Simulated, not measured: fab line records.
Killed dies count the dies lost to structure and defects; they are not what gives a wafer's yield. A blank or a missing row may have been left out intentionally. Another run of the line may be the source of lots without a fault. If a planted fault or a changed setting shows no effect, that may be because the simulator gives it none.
Which tool did it?	flow sky130	12 lots with 36 wafers sampled at 4 steps, on a route of 708 steps

== WHAT THE GAUGES READ, wafer by wafer ==
SKY_LDD_N_TW_MEAS_17. Usual: for LDD_N_TW the level is 2598 and the standard deviation is 27.
lot	measured	on	LDD_N_TW	flag
L817	day 18 15:35	film_metro-03	2600 2589 2596	
L822	day 20 16:31	film_metro-03	2612 2610 2603	
L823	day 20 18:17	film_metro-04	2613 2589 2615	
L825	day 21 20:27	film_metro-04	2623 2625 2615	
L828	day 22 17:34	film_metro-04	2607 2636 2624	
L832	day 24 05:10	film_metro-04	2613 2619 2622	
L834	day 24 10:56	film_metro-03	2599 2595 2604	
L835	day 24 15:29	film_metro-03	2597 2594 2597	
L837	day 25 17:56	film_metro-03	2598 2621 2605	
L838	day 25 21:38	film_metro-04	2600 2607 2601	
L839	day 25 22:52	film_metro-04	2615 2606 2617	
L840	day 26 17:16	film_metro-03	2580 2590 2603	

SKY_LDD_P_CD_MEAS_07: the cd target is 380 nm. Usual: 379.7 nm for cd_nm, sd 3.
lot	measured	on	cd_nm (nm)	flag
L817	day 19 22:35	cd_sem-01	379.3 383.2 381.5	
L822	day 21 22:43	cd_sem-02	382.3 380.7 380.9	
L823	day 22 01:17	cd_sem-01	379.2 378.6 379.4	
L825	day 23 02:23	cd_sem-02	382.8 378.7 380.7	
L828	day 23 23:37	cd_sem-02	372.8 363.6 381.0	
L832	day 25 10:34	cd_sem-02	381.3 379.7 378.8	
L834	day 25 16:31	cd_sem-02	378.0 379.9 378.9	
L835	day 25 20:53	cd_sem-02	379.2 378.1 379.0	
L837	day 26 22:59	cd_sem-02	377.5 377.8 379.2	
L838	day 27 03:23	cd_sem-01	387.2 386.3 386.7	
L839	day 27 03:59	cd_sem-01	383.1 382.7 385.1	
L840	day 27 22:19	cd_sem-01	376.9 374.6 377.4	

SKY_LDD_HVN_OVL_MEAS_07. Usual: for LDD_HVN_OVL the level is 0.0 nm and the standard deviation is 1.4.
lot	measured	on	LDD_HVN_OVL (nm)	flag
L817	day 21 04:44	overlay-02	0.5 -1.4 -0.8	
L822	day 23 05:47	overlay-02	1.6 0.6 -1.6	
L823	day 23 07:41	overlay-02	-0.1 -0.3 1.3	
L825	day 24 08:26	overlay-02	-1.2 -0.8 -1.3	
L828	day 25 05:41	overlay-02	-0.7 -0.4 0.1	
L832	day 26 16:14	overlay-02	-1.1 1.2 2.4	
L834	day 26 22:17	overlay-01	1.3 1.3 0.9	
L835	day 27 02:47	overlay-01	-1.3 -0.7 -0.3	
L837	day 28 04:29	overlay-01	1.2 -1.2 0.5	
L838	day 28 08:26	overlay-02	3.3 2.6 0.0	
L839	day 28 09:37	overlay-01	1.9 0.7 1.5	
L840	day 29 02:47	overlay-01	-2.2 -1.1 -3.2	

== TOOL THAT RAN EACH LOT (tool first, then ch and the chambers of the sampled wafers, then the start) ==
lot	SKY_LDD_P_EXPOSE_04
L817	iline_stepper-02 ch 0, day 19 07:04
L822	iline_stepper-01 ch 0, day 21 07:33
L823	iline_stepper-01 ch 0, day 21 10:17
L825	iline_stepper-02 ch 0, day 22 11:27
L828	iline_stepper-02 ch 0, day 23 08:16
L832	iline_stepper-01 ch 0, day 24 19:26
L834	iline_stepper-01 ch 0, day 25 01:52
L835	iline_stepper-01 ch 0, day 25 07:01
L837	iline_stepper-02 ch 0, day 26 08:46
L838	iline_stepper-01 ch 0, day 26 13:22
L839	iline_stepper-02 ch 0, day 26 14:44
L840	iline_stepper-02 ch 0, day 27 06:25
- SKY_LDD_P_EXPOSE_04: exposes mask PSDM, target cd 380 nm.

== WHAT THE TOOLS THEMSELVES READ (means of the sampled wafers that have a number; where no wafer has one, the mark that the record gives instead) ==
SKY_LDD_P_EXPOSE_04. Usual: exposure_dose_mJ_cm2 137.89, standard deviation 0.12; reticle_temp_C 23.01 C, standard deviation 0.1.
lot	tool	exposure_dose_mJ_cm2	reticle_temp_C (C)	flag
L817	iline_stepper-02	137.97	23.00	
L822	iline_stepper-01	137.95	23.05	
L823	iline_stepper-01	137.92	22.84	
L825	iline_stepper-02	138.07	23.08	
L828	iline_stepper-02	138.94	23.08	OFF
L832	iline_stepper-01	137.92	23.04	
L834	iline_stepper-01	137.88	23.01	
L835	iline_stepper-01	137.75	22.98	
L837	iline_stepper-02	137.84	23.00	
L838	iline_stepper-01	137.96	22.97	
L839	iline_stepper-02	137.98	23.05	
L840	iline_stepper-02	137.90	22.89	

== THE ANSWER, worked out from the rows above alone ==
Rule: a lot is off if the mean of its wafers that have a number lies more than 3 standard deviations from the usual mean. A lot without any number at a reading at which 4 lots or more have one is off too. All remaining lots with rows at the step are treated as sound. After the gauges, taken in route order, come the tools' own readings; for these a lot's mean is taken, as printed above. The first step at which some lot is off is used, and at that step the reading that is off furthest; a lot without a number counts as furthest.
Off, at SKY_LDD_P_EXPOSE_04 on exposure_dose_mJ_cm2: L828.
A tool fits if, at that step or a process step before it, it ran every lot that is off, and no sound lot after the first of them. None of those tried fits.

== WHAT THE SIMULATOR PUT IN ==
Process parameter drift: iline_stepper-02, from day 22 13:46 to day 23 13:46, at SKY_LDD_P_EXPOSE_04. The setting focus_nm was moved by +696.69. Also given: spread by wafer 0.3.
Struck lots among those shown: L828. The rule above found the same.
